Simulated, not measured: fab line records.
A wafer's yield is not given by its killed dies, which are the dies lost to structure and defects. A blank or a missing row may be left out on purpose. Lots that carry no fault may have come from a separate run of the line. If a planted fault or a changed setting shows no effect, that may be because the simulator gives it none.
The tool behind it: which one? ; flow sfqLine ; 14 lots (42 wafers sampled), 1 step of a 325-step route

== WHAT EACH GAUGE READ, for each wafer ==
No reading from a measuring or inspecting step in the record can be judged against a usual standard deviation.

== WHAT TOOL EACH LOT RAN ON (gives the tool, then ch and the chambers of the sampled wafers, and finally the start) ==
lot;SFQ_TRILAYER_M5_ETCH_METAL_ETCH_126
L641;rieMetal-03 ch 0,1, day 45 14:22
L643;rieMetal-01 ch 1, day 46 04:53
L645;rieMetal-03 ch 0,1, day 48 01:55
L647;rieMetal-01 ch 0,1, day 48 23:35
L650;rieMetal-01 ch 0,1, day 56 06:51
L652;rieMetal-01 ch 0,1, day 56 23:19
L653;rieMetal-02 ch 0,1, day 57 02:55
L655;rieMetal-01 ch 0,1, day 58 00:47
L657;rieMetal-02 ch 0,1, day 58 18:47
L659;rieMetal-03 ch 1, day 59 17:38
L660;rieMetal-02 ch 0,1, day 60 21:27
L661;rieMetal-01 ch 0, day 61 03:28
L662;rieMetal-03 ch 0,1, day 61 04:39
L663;rieMetal-02 ch 1, day 61 12:00
- SFQ_TRILAYER_M5_ETCH_METAL_ETCH_126: etches Nb in Cl2/BCl3, stops on SiO2, time 203.2 s, target depth 265 nm.

== AS READ BY THE TOOLS THEMSELVES (means over the sampled wafers that have a number; for cases with no such wafer, the mark the record gives instead) ==
SFQ_TRILAYER_M5_ETCH_METAL_ETCH_126.
lot;tool;biasW (W);drypumpMotorCurrentA (A);oesProductAu (a.u.)
L641;rieMetal-03;80.21;5.3;0.725
L643;rieMetal-01;80.06;5.2;0.731
L645;rieMetal-03;79.77;5.4;0.723
L647;rieMetal-01;79.78;5.1;0.731
L650;rieMetal-01;79.95;5.1;0.729
L652;rieMetal-01;89.86;5.1;0.717
L653;rieMetal-02;80.09;5.9;0.726
L655;rieMetal-01;89.69;5.2;0.727
L657;rieMetal-02;79.75;5.8;0.728
L659;rieMetal-03;79.93;5.4;0.729
L660;rieMetal-02;79.89;5.8;0.726
L661;rieMetal-01;80.09;5.1;0.730
L662;rieMetal-03;79.86;5.4;0.728
L663;rieMetal-02;79.98;5.9;0.725

== THE ANSWER, worked out from the rows above alone ==
Rule: usual is defined by the lots themselves. Put in order of their means at a reading, lots are off if they are a third of the lots or fewer, leave a main group of 4 or more, and stand apart from it by a gap of 3 or more times the standard deviation of the main group's means; of several such gaps the widest counts. A main group whose means are all the same, to the digits that the tables above print for the reading, isn't used. A lot without any number at a reading at which 4 lots or more have one is off too. Where the step has rows for the other lots, those lots are counted as sound. The gauges are gone through in route order, then the tools' own readings, and for those a lot's mean is taken as printed above. At the first step where some lot is off, the reading lying furthest off is the one used; lots without a number count as furthest.
Off, at SFQ_TRILAYER_M5_ETCH_METAL_ETCH_126 on biasW: L652, L655. The main group: mean 79.95 W, standard deviation 0.14.
A tool fits if, at that step or a process step before it, it ran every lot that is off, and no sound lot after the first of them. No candidate that was tried fits.

== WHAT HAD BEEN PUT IN BY THE SIMULATOR ==
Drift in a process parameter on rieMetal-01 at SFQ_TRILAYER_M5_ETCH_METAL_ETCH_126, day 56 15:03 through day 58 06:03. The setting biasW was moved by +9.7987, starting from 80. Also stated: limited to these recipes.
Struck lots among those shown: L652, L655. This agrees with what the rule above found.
